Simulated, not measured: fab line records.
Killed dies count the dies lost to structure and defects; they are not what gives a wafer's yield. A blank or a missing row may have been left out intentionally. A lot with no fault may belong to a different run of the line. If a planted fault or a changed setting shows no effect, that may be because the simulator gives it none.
8D (eight disciplines) problem report, filled in by code | flow gf180mcu | the parts of the form that need people (team, actions taken, sign-off) are left out

## 1. THE ISSUE
MVSD_TW at GF_MVSD_TW_MEAS_11 reads a mean of 147 on 3 wafers of 2 lots; wafers without a fault read 1587 with a standard deviation of 15. That is -96 standard deviations from the usual mean.
First seen on wafer L270.2, day 6 08:54, on film-metro-03. The record has a number at this step for 42 wafers belonging to 14 lots. The rule behind "out" and "out of limits": a value lying over 4 standard deviations away from the usual mean. Any other wafer with a number is counted as sound.

## 2. WHAT IT IS, WHAT IT ISN'T
question                    | is                           | is not
which readings at this step | MVSD_TW                      | -
which lots                  | L270, L271                   | L262, L263, L264, L265, L266, L267, L272, L276, L280, L283, L284, L285
which wafers of those lots  | L270.2, L270.5, L271.2       | L270.1, L271.1, L271.3
read on which gauges        | film-metro-03, film-metro-04 | -
when                        | from day 6 08:54             | up to then (19 sound wafers); but 20 sound wafers of L271, L272, L276, L280, L283, L284, L285 came after

## 3. SUSPECTS, AND WHAT RULES EACH OUT
Counting: a tool at a process step up to the reading stays a suspect if it ran every lot that is out. Sound lots after the first of them don't rule it out here, since some wafers of a struck lot are sound.
- ruled out: the gauge at GF_MVSD_TW_MEAS_11. The wafers that are out were read on 2 gauges (film-metro-03, film-metro-04).
- litho-track-03 at GF_MVSD_DEVELOP_06 (develop time 60 s): kept. Every lot that is out went through it, the first being L270 (day 6 08:00); the last sound lot it ran before that was L267 (day 5 18:00).
Remaining after the count: litho-track-03 at GF_MVSD_DEVELOP_06.

## 4. THE CAUSE (what the simulator had put in)
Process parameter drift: litho-track-03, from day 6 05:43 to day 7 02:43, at GF_MVSD_DEVELOP_06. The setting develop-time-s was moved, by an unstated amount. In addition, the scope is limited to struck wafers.
After counting, this tool was the only one left.

## 5. THE EFFECT CHAIN, in route order
Rows list readings where the struck wafers' mean (over those with a number) sits beyond 3 standard deviations from the usual. Only readings whose record carries a usual standard deviation are examined. hours: median over the lots of the time between each lot's start at the first step of this table that gives one and its start at this step. sigmas: the change, counted in usual standard deviations.
hours | step               | reading | usual | on struck wafers | change | sigmas
0     | GF_MVSD_TW_MEAS_11 | MVSD_TW | 1587  | 147              | -1440  | -96
Readings that are blank on the struck wafers while sound wafers have them: MVSD_OVL at GF_MVSD_OVL_MEAS_07.
At these later measuring or inspecting steps, every struck wafer for which the step has a row has a number for every such reading, and none has moved that far: GF_VT_IMPLANT_OVL_MEAS_07.

## 6. WHAT WOULD HAVE CAUGHT IT SOONER
In this record the first reading out of limits at a measuring or inspecting step was taken at day 6 08:54, 3 hours after the fault began at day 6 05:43.
Between GF_MVSD_DEVELOP_06 and GF_MVSD_TW_MEAS_11, GF_MVSD_OVL_MEAS_07 gave no MVSD_OVL on the struck wafers, where sound wafers have one: a measuring or inspecting step that comes back empty is itself a sign.
No tool reading at GF_MVSD_DEVELOP_06 that has a usual standard deviation in the record was out on any struck wafer, so an alarm limit of 4 standard deviations on those readings would not have fired.
Among the 2 lots that are out, L271 began GF_MVSD_DEVELOP_06 on litho-track-03 after day 6 08:54. A tool hold placed at that time would have kept it from harm.
